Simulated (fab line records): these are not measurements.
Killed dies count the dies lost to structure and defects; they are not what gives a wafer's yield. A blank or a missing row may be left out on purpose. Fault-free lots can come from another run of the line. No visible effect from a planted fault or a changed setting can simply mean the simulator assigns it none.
Which tool was responsible?	flow gf180mcu	Sampling: 13 lots, 38 wafers, 5 of 602 route steps

== WHAT THE GAUGES SHOWED, per wafer ==
GF_PSD_CD_MEAS_07 targets a cd of 400 nm. Usual: 400.0 nm for cd nm, sd 2.5.
lot	measured	on	cd nm (nm)	flag
L619	day 14 07:55	cd sem-01	399.1 398.6 400.0	
L620	day 14 13:55	cd sem-02	400.8 399.8 399.1	
L622	day 15 11:32	cd sem-01	399.4 401.4 400.4	
L624	day 16 04:22	cd sem-01	403.2 403.4 401.9	
L625	day 16 14:22	cd sem-02	398.0 401.5 396.4	
L626	day 16 21:20	cd sem-01	401.9 400.5 399.0	
L628	day 17 13:07	cd sem-01	397.8 399.2 400.3	
L633	day 19 04:46	cd sem-01	399.0 396.9	
L635	day 19 20:04	cd sem-02	401.1 399.9 401.1	
L636	day 20 04:35	cd sem-01	397.3 395.4 395.1	
L638	day 20 23:26	cd sem-01	398.0 396.0 396.9	
L639	day 21 04:29	cd sem-01	402.3 400.1 399.1	
L641	day 22 02:23	cd sem-01	400.5 399.9 402.8	

GF_SALICIDE_RS_MEAS_04: measurement is done with a four-point probe. Usual: SALICIDE_TIN_RS gives 16.4 ohm/sq (standard deviation 0.31).
lot	measured	on	SALICIDE_TIN_RS (ohm/sq)	flag
L619	day 15 06:23	film metro-02	16.7 16.7 17.0	
L620	day 15 12:34	film metro-02	16.6 16.8 16.7	
L622	day 16 10:22	film metro-04	16.4 16.4 16.0	
L624	day 17 04:38	film metro-04	16.0 16.3 16.5	
L625	day 17 15:04	film metro-04	16.6 16.6 16.4	
L626	day 17 21:14	film metro-02	16.6 16.5 16.4	
L628	day 18 14:09	film metro-04	16.2 16.4 16.0	
L633	day 20 06:22	film metro-04	15.7 26.7	OFF
L635	day 20 21:54	film metro-02	16.6 28.0 28.2	OFF
L636	day 21 05:55	film metro-02	16.4 15.8 16.3	
L638	day 22 00:32	film metro-02	16.5 16.2 16.1	
L639	day 22 05:23	film metro-02	16.0 16.3 16.0	
L641	day 23 03:25	film metro-02	16.4 16.5 16.3	

== WHICH TOOL RAN EACH LOT (tool, then ch and the chambers of the sampled wafers, then the start) ==
lot	GF_SAB_ETCH_11	GF_SAB_STRIP_13	GF_SALICIDE_SPUTTER_02
L619	rie diel-01 ch 0,3, day 15 05:57	plasma asher-03 ch 0,1, day 15 06:08	pvd sputter-01, day 15 06:17
L620	rie diel-01 ch 0,1, day 15 12:09	plasma asher-01 ch 1, day 15 12:19	pvd sputter-04, day 15 12:30
L622	rie diel-02 ch 1, day 16 09:56	plasma asher-01 ch 0,1, day 16 10:06	pvd sputter-04, day 16 10:17
L624	rie diel-01 ch 1,2,3, day 17 04:12	plasma asher-04 ch 0,1, day 17 04:23	pvd sputter-04, day 17 04:32
L625	rie diel-02 ch 0,2, day 17 14:38	plasma asher-04 ch 0,1, day 17 14:49	pvd sputter-02, day 17 14:58
L626	rie diel-01 ch 0,1,3, day 17 20:49	plasma asher-04 ch 0,1, day 17 20:58	pvd sputter-02, day 17 21:09
L628	rie diel-04 ch 2,3, day 18 13:45	plasma asher-03 ch 0,1, day 18 13:54	pvd sputter-02, day 18 14:05
L633	rie diel-01 ch 0,1, day 20 05:59	plasma asher-04 ch 1, day 20 06:08	pvd sputter-02, day 20 06:19
L635	rie diel-01 ch 0,1,3, day 20 21:30	plasma asher-01 ch 0,1, day 20 21:39	pvd sputter-02, day 20 21:50
L636	rie diel-02 ch 1,3, day 21 05:29	plasma asher-04 ch 1, day 21 05:38	pvd sputter-04, day 21 05:52
L638	rie diel-04 ch 1,2,3, day 22 00:07	plasma asher-04 ch 0,1, day 22 00:17	pvd sputter-04, day 22 00:28
L639	rie diel-02 ch 0,2,3, day 22 04:59	plasma asher-03 ch 0,1, day 22 05:08	pvd sputter-04, day 22 05:19
L641	rie diel-02 ch 0,1,3, day 23 03:01	plasma asher-03 ch 0,1, day 23 03:11	pvd sputter-04, day 23 03:22
- GF_SAB_ETCH_11: etches SiO2 in C4F8/O2/Ar, target depth 55 nm, time 8.5 s.
- GF_SAB_STRIP_13: strips in O2/N2.
- GF_SALICIDE_SPUTTER_02: material Co, target thk 10 nm, time 20 s.

== WHAT THE TOOLS THEMSELVES READ (means of the sampled wafers that have a number; where no wafer has one, the mark that the record gives instead) ==
GF_SAB_ETCH_11. Usual: 1.001 a.u. for oes product au, sd 0.01.
lot	tool	oes product au (a.u.)	flag
L619	rie diel-01	1.003	
L620	rie diel-01	1.015	
L622	rie diel-02	1.006	
L624	rie diel-01	0.999	
L625	rie diel-02	0.998	
L626	rie diel-01	1.002	
L628	rie diel-04	1.003	
L633	rie diel-01	1.004	
L635	rie diel-01	0.990	
L636	rie diel-02	1.000	
L638	rie diel-04	0.997	
L639	rie diel-02	1.000	
L641	rie diel-02	1.000	

GF_SAB_STRIP_13. Usual: drypump motor current A 5.5 A, standard deviation 0.56; heater power w 357 W, standard deviation 50; n2 flow sccm 300.1 sccm, standard deviation 0.79; oes product au 0.710 a.u., standard deviation 0.0046; strip time to endpoint s 12.62 s, standard deviation 0.031.
lot	tool	drypump motor current A (A)	heater power w (W)	n2 flow sccm (sccm)	oes product au (a.u.)	strip time to endpoint s (s)	flag
L619	plasma asher-03	5.3	342	300.0	0.711	12.65	
L620	plasma asher-01	6.0	314	298.9	0.713	12.63	
L622	plasma asher-01	6.2	354	300.5	0.711	12.59	
L624	plasma asher-04	5.1	384	300.2	0.709	12.62	
L625	plasma asher-04	5.1	386	300.3	0.708	12.63	
L626	plasma asher-04	5.2	393	300.2	0.711	12.58	
L628	plasma asher-03	5.3	345	300.6	0.715	12.59	
L633	plasma asher-04	5.2	433	300.0	0.708	12.63	
L635	plasma asher-01	6.2	351	300.2	0.711	12.64	
L636	plasma asher-04	5.2	430	299.3	0.714	12.62	
L638	plasma asher-04	5.1	345	299.9	0.706	12.63	
L639	plasma asher-03	5.3	338	299.5	0.710	12.63	
L641	plasma asher-03	5.3	338	299.5	0.706	12.64	

GF_SALICIDE_SPUTTER_02. Usual: 29.7 % for throttle valve pct, sd 1.1.
lot	tool	throttle valve pct (%)	flag
L619	pvd sputter-01	30.1	
L620	pvd sputter-04	30.4	
L622	pvd sputter-04	30.5	
L624	pvd sputter-04	29.4	
L625	pvd sputter-02	29.2	
L626	pvd sputter-02	29.9	
L628	pvd sputter-02	29.8	
L633	pvd sputter-02	29.1	
L635	pvd sputter-02	29.2	
L636	pvd sputter-04	30.0	
L638	pvd sputter-04	29.2	
L639	pvd sputter-04	29.2	
L641	pvd sputter-04	30.9	

== THE ANSWER, worked out from the rows above alone ==
Rule: lot off if the mean of its wafers having a number is beyond 3 standard deviations from the usual mean. Also off: a lot with no number at a reading for which 4 or more lots have one. Any other lot the step has rows for is counted as sound. The gauges are gone through in route order, then the tools' own readings, and for those a lot's mean is taken as printed above. The first step at which some lot is off is used, and at that step the reading that is off furthest; a lot without a number counts as furthest.
Off: L633, L635, seen at GF_SALICIDE_RS_MEAS_04 (SALICIDE_TIN_RS).
A tool fits if, at a process step before that reading, it ran every lot that is off, and no sound lot after the first of them. Gauges at GF_SALICIDE_RS_MEAS_04: tried the same way as those tools. This does not decide it: 2 tools fit, namely rie diel-01 at GF_SAB_ETCH_11 and pvd sputter-02 at GF_SALICIDE_SPUTTER_02.

== WHAT THE SIMULATOR HAD PUT IN ==
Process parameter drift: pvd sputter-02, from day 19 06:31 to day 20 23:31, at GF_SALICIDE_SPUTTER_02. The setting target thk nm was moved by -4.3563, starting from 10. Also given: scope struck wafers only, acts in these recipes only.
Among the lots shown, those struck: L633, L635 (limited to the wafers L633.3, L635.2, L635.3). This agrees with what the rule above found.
